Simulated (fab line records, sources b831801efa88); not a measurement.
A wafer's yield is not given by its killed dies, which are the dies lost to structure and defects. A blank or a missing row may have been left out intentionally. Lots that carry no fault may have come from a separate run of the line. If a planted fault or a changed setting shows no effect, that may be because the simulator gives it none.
A lot that was struck, set against a sound lot	flow sky130	24 out of 708 route steps
Sound: the wafers L222.1, L222.3, L222.4. Struck: wafer L230.4. (L230.2, L230.3 of the same lot were not struck and are left out.) The cause comes at the end.
For every step that has rows: the tool of each side, followed by ch and its chambers, followed by its first start. Under that, the readings that differ: sound wafers	struck wafers	difference of the means	sigmas: that difference in standard deviations of wafers without a fault.
alike: readings with means less than 2 such deviations apart, plus words and numbers identical on both sides. not compared: withheld readings, readings lacking a value on some wafer, bounds such as >300 that could conceal the same value, and numbers that have no deviation in the record and whose values overlap.
The two part at a step that has a row with sigmas, a row that says differs or no value, or rows on one side only. Numbers that have no deviation but don't overlap get no sigmas and don't part them. Lack of a reading on every wafer of one side parts them only where that side has two or more wafers.

SKY_VIA1_BOW_MEAS_03:
  sound on film metro-03, day 32 23:29; struck on film metro-02, day 36 02:14
  alike: VIA1_BOW
then, 8 steps without rows for these wafers: SKY_VIA1_DEHYDRATE_04 (time 60 s); SKY_VIA1_HMDS_05 (prime time 60 s); SKY_VIA1_COAT_06 (resist thk 60 nm); SKY_VIA1_COAT_07 (resist thk 450 nm); SKY_VIA1_SOFTBAKE_08 (time 90 s); SKY_VIA1_EXPOSE_09 (exposes mask VIM, target cd 150 nm); SKY_VIA1_PEB_10; SKY_VIA1_DEVELOP_11 (develop time 60 s).
SKY_VIA1_CD_MEAS_12: the cd target is 150 nm.
  sound on cd sem-02, day 34 02:46; struck on cd sem-01, day 37 04:35
reading	sound	struck	difference	sigmas
cd nm (nm)	152.4 152.7 151.4	147.9	-4.3	-2
SKY_VIA1_OVL_MEAS_13:
  sound on overlay-01, day 34 02:53; struck on overlay-01, day 37 04:41
reading	sound	struck	difference	sigmas
VIA1_OVL (nm)	-1 -1 0	10	+11	+2
SKY_VIA1_ETCH_14: etches BARC in N2/H2, stops on SiO2, time 45.9 s, target depth 60 nm.
  sound on rie diel-04 ch 0,2,3, day 34 02:56; struck on rie diel-01 ch 3, day 37 04:43
reading	sound	struck	difference	sigmas
oes product au (a.u.)	0.843 0.853 0.850	0.859	+0.010	+2
  alike: drypump motor current A, n2 flow sccm, throttle valve pct
  not compared: rf hours counter h
SKY_VIA1_ETCH_15: etches SiO2 in C4F8/O2/Ar, stops on TiN, target depth 351 nm, time 54 s.
  sound on rie diel-04 ch 0,2,3, day 34 02:58; struck on rie diel-01 ch 3, day 37 04:45
reading	sound	struck	difference	sigmas
oes product au (a.u.)	0.975 0.981 0.973	0.893	-0.083	-14
model.VIA1.feature depth nm (nm)	345 345.1 342.6	287.3	-56.9	
model.etch.depth nm (nm)	345 345.1 342.6	287.3	-56.9	
model.KrF-thick_of_VIA1_COAT_07.thk nm (nm)	322.7 324.7 325.3	335.6	+11.4	
  not compared: rf hours counter h
SKY_VIA1_STRIP_16: strips in O2/N2.
  sound on plasma asher-01 ch 0,1, day 34 03:01; struck on plasma asher-01 ch 1, day 37 04:48
reading	sound	struck	difference	sigmas
strip time to endpoint s (s)	4.469 4.479 4.510	4.600	+0.114	+4
  alike: drypump motor current A, n2 flow sccm, o2 flow sccm, oes product au
  not compared: rf hours counter h
then, 3 steps without rows for these wafers: SKY_VIA1_STRIP_17 (strips in post etch residue remover, time 1200 s); SKY_VIA1_CLEAN_18 (cleans in IPA, time 180 s); SKY_VIA1_CLEAN_19 (cleans in O3/DIW).
SKY_VIA1_SPUTTER_20: material TiN, target thk 20 nm, time 80 s.
  sound on pvd sputter-04, day 34 03:37; struck on pvd sputter-01, day 37 05:23
reading	sound	struck	difference	sigmas
throttle valve pct (%)	31.1 30.6 31.7	28.4	-2.7	-2
SKY_VIA1_CVD_21: deposits W, target thk 270 nm, time 80.902 s.
  sound on cvd w-01 ch 0,1, day 34 03:40; struck on cvd w-01 ch 1, day 37 05:27
  alike: heater power w
SKY_VIA1_CMP_24: polishes, stops on SiO2, t overpolish 15 s, target thk 0 nm.
  sound on cmp-02 ch 0,2,3, day 34 04:13; struck on cmp-01 ch 3, day 37 05:44
reading	sound	struck	difference	sigmas
time to endpoint s (s)	66 66 63	73	+8	+2
  alike: motor current A, overpolish run s, platen rpm
SKY_METAL2_SPUTTER_00: material Ti, target thk 15 nm, time 10 s.
  the record has rows for the sound wafers here (pvd sputter-02, day 34 04:31) and none for the struck ones
SKY_METAL2_SPUTTER_01: material TiN, target thk 20 nm, time 16.7 s.
  the record has rows for the sound wafers here (pvd sputter-02, day 34 04:32) and none for the struck ones
SKY_METAL2_SPUTTER_02: material AlCu, target thk 250 nm, time 13.3 s.
  the record has rows for the sound wafers here (pvd sputter-02, day 34 04:34) and none for the struck ones
-- the record jumps here: 11 days lie between the struck wafers' starts before and after (it left off in module METAL2 and takes up again in module PAD_OPEN, whose first step shown is number 708 of the route) --
SKY_PAD_OPEN_PROBE_99:
  sound on prober-02, day 45 21:00; struck on prober-02, day 48 09:51
reading	sound	struck	difference	sigmas
hold	- - -	await dispo/4.8h/release	no value on the sound wafers	
model.etest.nfet_16v.under floor	0 0 0	1	+1	
model.etest.met1 comb.under floor	0 0 0	1	+1	
model.etest.sram nfet pass.open	0 0 0	1	+1	
model.etest.pfet g5v0d10v5.open	0 0 0	1	+1	
model.etest.licon to gate.open	0 0 0	1	+1	
model.etest.mcon chain.open	0 0 0	1	+1	
model.etest.pfet_16v.open	0 0 0	1	+1	
model.etest.pfet_01v8_hvt.under floor	0 0 0	1	+1	

## WHERE THEY PART
At SKY_VIA1_CD_MEAS_12 first; at SKY_PAD_OPEN_PROBE_99 last (within this record only).

WHY: what had been put in by the simulator
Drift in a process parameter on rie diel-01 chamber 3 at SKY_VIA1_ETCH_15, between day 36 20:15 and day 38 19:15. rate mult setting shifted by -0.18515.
